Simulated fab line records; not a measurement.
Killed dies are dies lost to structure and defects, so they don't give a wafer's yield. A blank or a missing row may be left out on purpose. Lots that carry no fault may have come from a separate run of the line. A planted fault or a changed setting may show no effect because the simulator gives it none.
The tool behind it: which one? / flow sky130 / 72 wafers from 24 lots sampled at 5 of the route's 708 steps

WHAT THE GAUGES SHOWED, per wafer
SKY_LOCAL_INTERCONNECT_CD_MEAS_11 targets a cd of 170 nm.
lot=L074; measured=day 31 02:01; on=cdSem-01; cdNm (nm)=168.8 167.2 168.5
lot=L075; measured=day 31 03:16; on=cdSem-02; cdNm (nm)=169.5 170.0 170.7
lot=L076; measured=day 32 06:05; on=cdSem-02; cdNm (nm)=167.8 169.8 168.8
lot=L077; measured=day 32 06:14; on=cdSem-01; cdNm (nm)=169.8 169.2 168.5
lot=L078; measured=day 32 12:02; on=cdSem-02; cdNm (nm)=170.1 169.6 170.0
lot=L079; measured=day 32 16:50; on=cdSem-02; cdNm (nm)=168.7 168.5 168.9
lot=L082; measured=day 33 00:47; on=cdSem-01; cdNm (nm)=168.2 169.7 168.6
lot=L080; measured=day 33 03:25; on=cdSem-01; cdNm (nm)=170.8 171.8 170.3
lot=L081; measured=day 33 04:02; on=cdSem-01; cdNm (nm)=168.5 168.3 167.2
lot=L083; measured=day 33 08:43; on=cdSem-01; cdNm (nm)=171.5 169.5 169.0
lot=L084; measured=day 33 20:08; on=cdSem-01; cdNm (nm)=170.0 168.1 169.2
lot=L086; measured=day 34 06:57; on=cdSem-01; cdNm (nm)=172.0 170.5 171.9
lot=L085; measured=day 34 09:55; on=cdSem-02; cdNm (nm)=172.6 174.7 171.6
lot=L087; measured=day 34 13:13; on=cdSem-02; cdNm (nm)=172.3 171.2 173.5
lot=L088; measured=day 35 01:04; on=cdSem-01; cdNm (nm)=169.8 170.3 169.7
lot=L089; measured=day 36 05:28; on=cdSem-01; cdNm (nm)=170.7 171.9 172.3
lot=L091; measured=day 36 06:31; on=cdSem-02; cdNm (nm)=167.9 168.4 170.5
lot=L090; measured=day 36 07:05; on=cdSem-02; cdNm (nm)=169.9 169.0 168.6
lot=L092; measured=day 36 07:26; on=cdSem-01; cdNm (nm)=170.6 170.6 170.1
lot=L093; measured=day 36 13:26; on=cdSem-02; cdNm (nm)=169.4 169.8 169.5
lot=L094; measured=day 37 01:41; on=cdSem-02; cdNm (nm)=168.0 169.3 167.6
lot=L095; measured=day 37 08:12; on=cdSem-02; cdNm (nm)=170.6 168.6 169.8
lot=L096; measured=day 37 13:32; on=cdSem-01; cdNm (nm)=170.9 172.1 172.5
lot=L097; measured=day 37 15:39; on=cdSem-01; cdNm (nm)=170.4 169.9 169.6

SKY_VIA2_CD_MEAS_12 targets a cd of 200 nm.
lot=L074; measured=day 37 00:22; on=cdSem-01; cdNm (nm)=197.9 198.6 196.8
lot=L075; measured=day 37 00:29; on=cdSem-01; cdNm (nm)=199.7 200.6 200.9
lot=L076; measured=day 38 00:32; on=cdSem-02; cdNm (nm)=197.5 199.8 197.9
lot=L077; measured=day 38 01:59; on=cdSem-01; cdNm (nm)=197.2 199.8 198.5
lot=L078; measured=day 38 07:06; on=cdSem-01; cdNm (nm)=200.3 201.4 200.1
lot=L079; measured=day 38 11:14; on=cdSem-02; cdNm (nm)=200.2 200.8 200.7
lot=L082; measured=day 38 19:27; on=cdSem-01; cdNm (nm)=201.1 201.8 201.4
lot=L080; measured=day 38 20:37; on=cdSem-02; cdNm (nm)=199.8 199.4 200.4
lot=L081; measured=day 39 00:25; on=cdSem-01; cdNm (nm)=200.0 202.4 203.0
lot=L083; measured=day 39 01:28; on=cdSem-01; cdNm (nm)=201.8 201.9 202.0
lot=L084; measured=day 39 12:34; on=cdSem-02; cdNm (nm)=198.6 199.4 197.5
lot=L086; measured=day 39 22:03; on=cdSem-02; cdNm (nm)=199.0 199.1 197.5
lot=L085; measured=day 40 01:19; on=cdSem-02; cdNm (nm)=200.8 200.7 200.5
lot=L087; measured=day 40 04:10; on=cdSem-02; cdNm (nm)=200.6 201.0 200.6
lot=L088; measured=day 40 13:55; on=cdSem-01; cdNm (nm)=198.7 199.9 198.0
lot=L089; measured=day 41 16:04; on=cdSem-02; cdNm (nm)=198.6 199.6 199.3
lot=L091; measured=day 41 16:28; on=cdSem-02; cdNm (nm)=199.6 198.7 200.7
lot=L090; measured=day 41 17:07; on=cdSem-02; cdNm (nm)=201.2 200.6 200.4
lot=L092; measured=day 41 17:29; on=cdSem-02; cdNm (nm)=201.9 202.3 201.7
lot=L093; measured=day 42 01:43; on=cdSem-02; cdNm (nm)=200.9 200.9 199.7
lot=L094; measured=day 42 12:08; on=cdSem-02; cdNm (nm)=200.2 201.8 200.8
lot=L095; measured=day 42 20:26; on=cdSem-02; cdNm (nm)=201.3 199.8 200.4
lot=L096; measured=day 42 22:41; on=cdSem-02; cdNm (nm)=200.7 200.2 200.5
lot=L097; measured=day 43 00:33; on=cdSem-02; cdNm (nm)=200.4 198.5 201.4

WHICH TOOL RAN EACH LOT (tool, then ch and the chambers of the sampled wafers, then the start)
lot=L074; SKY_LI_CONTACT_ETCH_15=rieDiel-04 ch 0,2, day 29 19:30; SKY_LOCAL_INTERCONNECT_ETCH_13=rieMetal-03 ch 0,1, day 31 02:10; SKY_METAL2_SPUTTER_03=pvdSputter-01, day 34 19:10
lot=L075; SKY_LI_CONTACT_ETCH_15=rieDiel-03 ch 0,3, day 29 20:47; SKY_LOCAL_INTERCONNECT_ETCH_13=rieMetal-01 ch 0,1, day 31 03:25; SKY_METAL2_SPUTTER_03=pvdSputter-03, day 34 19:49
lot=L076; SKY_LI_CONTACT_ETCH_15=rieDiel-03 ch 0,1,3, day 31 00:46; SKY_LOCAL_INTERCONNECT_ETCH_13=rieMetal-02 ch 0,1, day 32 06:13; SKY_METAL2_SPUTTER_03=pvdSputter-03, day 35 19:16
lot=L077; SKY_LI_CONTACT_ETCH_15=rieDiel-04 ch 0,3, day 31 01:07; SKY_LOCAL_INTERCONNECT_ETCH_13=rieMetal-01 ch 0,1, day 32 06:23; SKY_METAL2_SPUTTER_03=pvdSputter-03, day 35 20:22
lot=L078; SKY_LI_CONTACT_ETCH_15=rieDiel-04 ch 0,1,2, day 31 07:13; SKY_LOCAL_INTERCONNECT_ETCH_13=rieMetal-03 ch 0,1, day 32 12:10; SKY_METAL2_SPUTTER_03=pvdSputter-03, day 36 02:03
lot=L079; SKY_LI_CONTACT_ETCH_15=rieDiel-03 ch 0,3, day 31 12:16; SKY_LOCAL_INTERCONNECT_ETCH_13=rieMetal-03 ch 1, day 32 16:58; SKY_METAL2_SPUTTER_03=pvdSputter-01, day 36 06:40
lot=L082; SKY_LI_CONTACT_ETCH_15=rieDiel-01 ch 0,2,3, day 31 21:05; SKY_LOCAL_INTERCONNECT_ETCH_13=rieMetal-01 ch 0,1, day 33 00:55; SKY_METAL2_SPUTTER_03=pvdSputter-03, day 36 14:31
lot=L080; SKY_LI_CONTACT_ETCH_15=rieDiel-01 ch 1,2, day 31 23:22; SKY_LOCAL_INTERCONNECT_ETCH_13=rieMetal-02 ch 0,1, day 33 03:33; SKY_METAL2_SPUTTER_03=pvdSputter-01, day 36 15:28
lot=L081; SKY_LI_CONTACT_ETCH_15=rieDiel-03 ch 0,1,3, day 32 00:37; SKY_LOCAL_INTERCONNECT_ETCH_13=rieMetal-03 ch 0,1, day 33 04:11; SKY_METAL2_SPUTTER_03=pvdSputter-03, day 36 17:25
lot=L083; SKY_LI_CONTACT_ETCH_15=rieDiel-01 ch 0,2, day 32 05:10; SKY_LOCAL_INTERCONNECT_ETCH_13=rieMetal-03 ch 0,1, day 33 08:50; SKY_METAL2_SPUTTER_03=pvdSputter-01, day 36 20:07
lot=L084; SKY_LI_CONTACT_ETCH_15=rieDiel-04 ch 2,3, day 32 16:16; SKY_LOCAL_INTERCONNECT_ETCH_13=rieMetal-01 ch 0,1, day 33 20:17; SKY_METAL2_SPUTTER_03=pvdSputter-04, day 37 08:44
lot=L086; SKY_LI_CONTACT_ETCH_15=rieDiel-03 ch 0,2, day 33 03:16; SKY_LOCAL_INTERCONNECT_ETCH_13=rieMetal-01 ch 0, day 34 07:05; SKY_METAL2_SPUTTER_03=pvdSputter-04, day 37 18:46
lot=L085; SKY_LI_CONTACT_ETCH_15=rieDiel-01 ch 0,3, day 33 06:11; SKY_LOCAL_INTERCONNECT_ETCH_13=rieMetal-01 ch 0,1, day 34 10:04; SKY_METAL2_SPUTTER_03=pvdSputter-03, day 37 23:50
lot=L087; SKY_LI_CONTACT_ETCH_15=rieDiel-03 ch 0,2,3, day 33 09:49; SKY_LOCAL_INTERCONNECT_ETCH_13=rieMetal-01 ch 0,1, day 34 13:22; SKY_METAL2_SPUTTER_03=pvdSputter-03, day 38 01:13
lot=L088; SKY_LI_CONTACT_ETCH_15=rieDiel-03 ch 0,3, day 33 20:28; SKY_LOCAL_INTERCONNECT_ETCH_13=rieMetal-02 ch 0,1, day 35 01:12; SKY_METAL2_SPUTTER_03=pvdSputter-01, day 38 12:12
lot=L089; SKY_LI_CONTACT_ETCH_15=rieDiel-03 ch 0,1,2, day 35 02:40; SKY_LOCAL_INTERCONNECT_ETCH_13=rieMetal-02 ch 0,1, day 36 05:37; SKY_METAL2_SPUTTER_03=pvdSputter-04, day 39 14:34
lot=L091; SKY_LI_CONTACT_ETCH_15=rieDiel-01 ch 2,3, day 35 03:01; SKY_LOCAL_INTERCONNECT_ETCH_13=rieMetal-01 ch 0,1, day 36 06:38; SKY_METAL2_SPUTTER_03=pvdSputter-03, day 39 15:53
lot=L090; SKY_LI_CONTACT_ETCH_15=rieDiel-04 ch 0,2,3, day 35 03:14; SKY_LOCAL_INTERCONNECT_ETCH_13=rieMetal-03 ch 0,1, day 36 07:14; SKY_METAL2_SPUTTER_03=pvdSputter-04, day 39 16:28
lot=L092; SKY_LI_CONTACT_ETCH_15=rieDiel-03 ch 1,3, day 35 04:23; SKY_LOCAL_INTERCONNECT_ETCH_13=rieMetal-02 ch 0,1, day 36 07:34; SKY_METAL2_SPUTTER_03=pvdSputter-03, day 39 18:05
lot=L093; SKY_LI_CONTACT_ETCH_15=rieDiel-03 ch 1,2, day 35 10:28; SKY_LOCAL_INTERCONNECT_ETCH_13=rieMetal-02 ch 1, day 36 13:36; SKY_METAL2_SPUTTER_03=pvdSputter-01, day 40 00:13
lot=L094; SKY_LI_CONTACT_ETCH_15=rieDiel-04 ch 0,2,3, day 35 23:01; SKY_LOCAL_INTERCONNECT_ETCH_13=rieMetal-02 ch 1, day 37 01:51; SKY_METAL2_SPUTTER_03=pvdSputter-03, day 40 10:52
lot=L095; SKY_LI_CONTACT_ETCH_15=rieDiel-03 ch 0,1, day 36 04:43; SKY_LOCAL_INTERCONNECT_ETCH_13=rieMetal-02 ch 0,1, day 37 08:20; SKY_METAL2_SPUTTER_03=pvdSputter-03, day 40 16:28
lot=L096; SKY_LI_CONTACT_ETCH_15=rieDiel-01 ch 0,1, day 36 10:28; SKY_LOCAL_INTERCONNECT_ETCH_13=rieMetal-02 ch 0,1, day 37 13:41; SKY_METAL2_SPUTTER_03=pvdSputter-01, day 40 21:46
lot=L097; SKY_LI_CONTACT_ETCH_15=rieDiel-04 ch 2,3, day 36 12:01; SKY_LOCAL_INTERCONNECT_ETCH_13=rieMetal-02 ch 0,1, day 37 15:47; SKY_METAL2_SPUTTER_03=pvdSputter-03, day 40 23:47
- SKY_LI_CONTACT_ETCH_15: etches PSG in C4F8/O2/Ar, stops on Si, target depth 600 nm.
- SKY_LOCAL_INTERCONNECT_ETCH_13: etches BARC in N2/H2, stops on SiO2, time 45.9 s, target depth 60 nm.
- SKY_METAL2_SPUTTER_03: material Ti, target thk 5 nm, time 3.3 s.

WHAT THE TOOLS THEMSELVES READ (means of the sampled wafers that have a number; where no wafer has one, the mark that the record gives instead)
SKY_LI_CONTACT_ETCH_15.
lot=L074; tool=rieDiel-04; oesProductAu (a.u.)=0.839
lot=L075; tool=rieDiel-03; oesProductAu (a.u.)=0.840
lot=L076; tool=rieDiel-03; oesProductAu (a.u.)=0.836
lot=L077; tool=rieDiel-04; oesProductAu (a.u.)=0.836
lot=L078; tool=rieDiel-04; oesProductAu (a.u.)=0.834
lot=L079; tool=rieDiel-03; oesProductAu (a.u.)=0.831
lot=L082; tool=rieDiel-01; oesProductAu (a.u.)=0.836
lot=L080; tool=rieDiel-01; oesProductAu (a.u.)=0.838
lot=L081; tool=rieDiel-03; oesProductAu (a.u.)=0.841
lot=L083; tool=rieDiel-01; oesProductAu (a.u.)=0.835
lot=L084; tool=rieDiel-04; oesProductAu (a.u.)=0.836
lot=L086; tool=rieDiel-03; oesProductAu (a.u.)=0.836
lot=L085; tool=rieDiel-01; oesProductAu (a.u.)=0.836
lot=L087; tool=rieDiel-03; oesProductAu (a.u.)=0.838
lot=L088; tool=rieDiel-03; oesProductAu (a.u.)=0.842
lot=L089; tool=rieDiel-03; oesProductAu (a.u.)=0.840
lot=L091; tool=rieDiel-01; oesProductAu (a.u.)=0.834
lot=L090; tool=rieDiel-04; oesProductAu (a.u.)=0.832
lot=L092; tool=rieDiel-03; oesProductAu (a.u.)=0.838
lot=L093; tool=rieDiel-03; oesProductAu (a.u.)=0.834
lot=L094; tool=rieDiel-04; oesProductAu (a.u.)=0.842
lot=L095; tool=rieDiel-03; oesProductAu (a.u.)=0.835
lot=L096; tool=rieDiel-01; oesProductAu (a.u.)=0.835
lot=L097; tool=rieDiel-04; oesProductAu (a.u.)=0.835

SKY_LOCAL_INTERCONNECT_ETCH_13.
lot=L074; tool=rieMetal-03; drypumpMotorCurrentA (A)=6.3; h2FlowSccm (sccm)=199.9; oesProductAu (a.u.)=0.858; throttleValvePct (%)=13.226
lot=L075; tool=rieMetal-01; drypumpMotorCurrentA (A)=4.9; h2FlowSccm (sccm)=200.1; oesProductAu (a.u.)=0.853; throttleValvePct (%)=13.220
lot=L076; tool=rieMetal-02; drypumpMotorCurrentA (A)=5.5; h2FlowSccm (sccm)=199.9; oesProductAu (a.u.)=0.854; throttleValvePct (%)=13.242
lot=L077; tool=rieMetal-01; drypumpMotorCurrentA (A)=4.9; h2FlowSccm (sccm)=199.6; oesProductAu (a.u.)=0.857; throttleValvePct (%)=13.224
lot=L078; tool=rieMetal-03; drypumpMotorCurrentA (A)=6.3; h2FlowSccm (sccm)=200.1; oesProductAu (a.u.)=0.852; throttleValvePct (%)=13.231
lot=L079; tool=rieMetal-03; drypumpMotorCurrentA (A)=6.0; h2FlowSccm (sccm)=199.3; oesProductAu (a.u.)=0.864; throttleValvePct (%)=13.220
lot=L082; tool=rieMetal-01; drypumpMotorCurrentA (A)=4.9; h2FlowSccm (sccm)=200.7; oesProductAu (a.u.)=0.859; throttleValvePct (%)=13.226
lot=L080; tool=rieMetal-02; drypumpMotorCurrentA (A)=5.2; h2FlowSccm (sccm)=200.4; oesProductAu (a.u.)=0.858; throttleValvePct (%)=13.232
lot=L081; tool=rieMetal-03; drypumpMotorCurrentA (A)=6.1; h2FlowSccm (sccm)=200.1; oesProductAu (a.u.)=0.852; throttleValvePct (%)=13.226
lot=L083; tool=rieMetal-03; drypumpMotorCurrentA (A)=6.3; h2FlowSccm (sccm)=200.1; oesProductAu (a.u.)=0.854; throttleValvePct (%)=13.225
lot=L084; tool=rieMetal-01; drypumpMotorCurrentA (A)=5.0; h2FlowSccm (sccm)=199.2; oesProductAu (a.u.)=0.851; throttleValvePct (%)=13.225
lot=L086; tool=rieMetal-01; drypumpMotorCurrentA (A)=4.9; h2FlowSccm (sccm)=199.8; oesProductAu (a.u.)=0.854; throttleValvePct (%)=13.231
lot=L085; tool=rieMetal-01; drypumpMotorCurrentA (A)=5.0; h2FlowSccm (sccm)=201.0; oesProductAu (a.u.)=0.850; throttleValvePct (%)=13.227
lot=L087; tool=rieMetal-01; drypumpMotorCurrentA (A)=5.0; h2FlowSccm (sccm)=200.1; oesProductAu (a.u.)=0.853; throttleValvePct (%)=13.241
lot=L088; tool=rieMetal-02; drypumpMotorCurrentA (A)=5.5; h2FlowSccm (sccm)=200.8; oesProductAu (a.u.)=0.855; throttleValvePct (%)=13.215
lot=L089; tool=rieMetal-02; drypumpMotorCurrentA (A)=5.6; h2FlowSccm (sccm)=199.2; oesProductAu (a.u.)=0.860; throttleValvePct (%)=13.224
lot=L091; tool=rieMetal-01; drypumpMotorCurrentA (A)=4.9; h2FlowSccm (sccm)=200.0; oesProductAu (a.u.)=0.857; throttleValvePct (%)=13.228
lot=L090; tool=rieMetal-03; drypumpMotorCurrentA (A)=6.3; h2FlowSccm (sccm)=200.2; oesProductAu (a.u.)=0.855; throttleValvePct (%)=13.219
lot=L092; tool=rieMetal-02; drypumpMotorCurrentA (A)=5.2; h2FlowSccm (sccm)=200.2; oesProductAu (a.u.)=0.850; throttleValvePct (%)=13.229
lot=L093; tool=rieMetal-02; drypumpMotorCurrentA (A)=5.9; h2FlowSccm (sccm)=199.8; oesProductAu (a.u.)=0.860; throttleValvePct (%)=13.221
lot=L094; tool=rieMetal-02; drypumpMotorCurrentA (A)=5.9; h2FlowSccm (sccm)=200.4; oesProductAu (a.u.)=0.854; throttleValvePct (%)=13.229
lot=L095; tool=rieMetal-02; drypumpMotorCurrentA (A)=5.2; h2FlowSccm (sccm)=199.6; oesProductAu (a.u.)=0.859; throttleValvePct (%)=13.219
lot=L096; tool=rieMetal-02; drypumpMotorCurrentA (A)=5.2; h2FlowSccm (sccm)=200.2; oesProductAu (a.u.)=0.857; throttleValvePct (%)=13.227
lot=L097; tool=rieMetal-02; drypumpMotorCurrentA (A)=5.2; h2FlowSccm (sccm)=199.9; oesProductAu (a.u.)=0.860; throttleValvePct (%)=13.223

SKY_METAL2_SPUTTER_03.
lot=L074; tool=pvdSputter-01; throttleValvePct (%)=29.4
lot=L075; tool=pvdSputter-03; throttleValvePct (%)=30.7
lot=L076; tool=pvdSputter-03; throttleValvePct (%)=31.3
lot=L077; tool=pvdSputter-03; throttleValvePct (%)=30.9
lot=L078; tool=pvdSputter-03; throttleValvePct (%)=31.1
lot=L079; tool=pvdSputter-01; throttleValvePct (%)=30.3
lot=L082; tool=pvdSputter-03; throttleValvePct (%)=30.9
lot=L080; tool=pvdSputter-01; throttleValvePct (%)=30.2
lot=L081; tool=pvdSputter-03; throttleValvePct (%)=30.6
lot=L083; tool=pvdSputter-01; throttleValvePct (%)=29.5
lot=L084; tool=pvdSputter-04; throttleValvePct (%)=30.9
lot=L086; tool=pvdSputter-04; throttleValvePct (%)=30.3
lot=L085; tool=pvdSputter-03; throttleValvePct (%)=31.3
lot=L087; tool=pvdSputter-03; throttleValvePct (%)=31.2
lot=L088; tool=pvdSputter-01; throttleValvePct (%)=30.2
lot=L089; tool=pvdSputter-04; throttleValvePct (%)=30.5
lot=L091; tool=pvdSputter-03; throttleValvePct (%)=30.5
lot=L090; tool=pvdSputter-04; throttleValvePct (%)=30.6
lot=L092; tool=pvdSputter-03; throttleValvePct (%)=30.3
lot=L093; tool=pvdSputter-01; throttleValvePct (%)=29.6
lot=L094; tool=pvdSputter-03; throttleValvePct (%)=31.2
lot=L095; tool=pvdSputter-03; throttleValvePct (%)=30.4
lot=L096; tool=pvdSputter-01; throttleValvePct (%)=30.2
lot=L097; tool=pvdSputter-03; throttleValvePct (%)=31.0

THE ANSWER, worked out from the rows above alone
Rule: what is usual is taken from the lots themselves. The widest of any qualifying gaps counts: lots, ordered by their means at a reading, are off when they make up no more than a third of the lots, leave a main group of 4 or more, and stand apart from it by 3 or more times the standard deviation of that group's means. A main group whose means are all the same, to the digits that the tables above print for the reading, isn't used. Also off: a lot with no number at a reading for which 4 or more lots have one. All remaining lots with rows at the step are treated as sound. Order of review: gauges by route order, followed by the tools' own readings, for which a lot's mean as printed above is used. The first step at which some lot is off is used, and at that step the reading that is off furthest; a lot without a number counts as furthest.
Nothing can be told from this: no lot is off at any reading shown.

WHAT THE SIMULATOR HAD PUT IN
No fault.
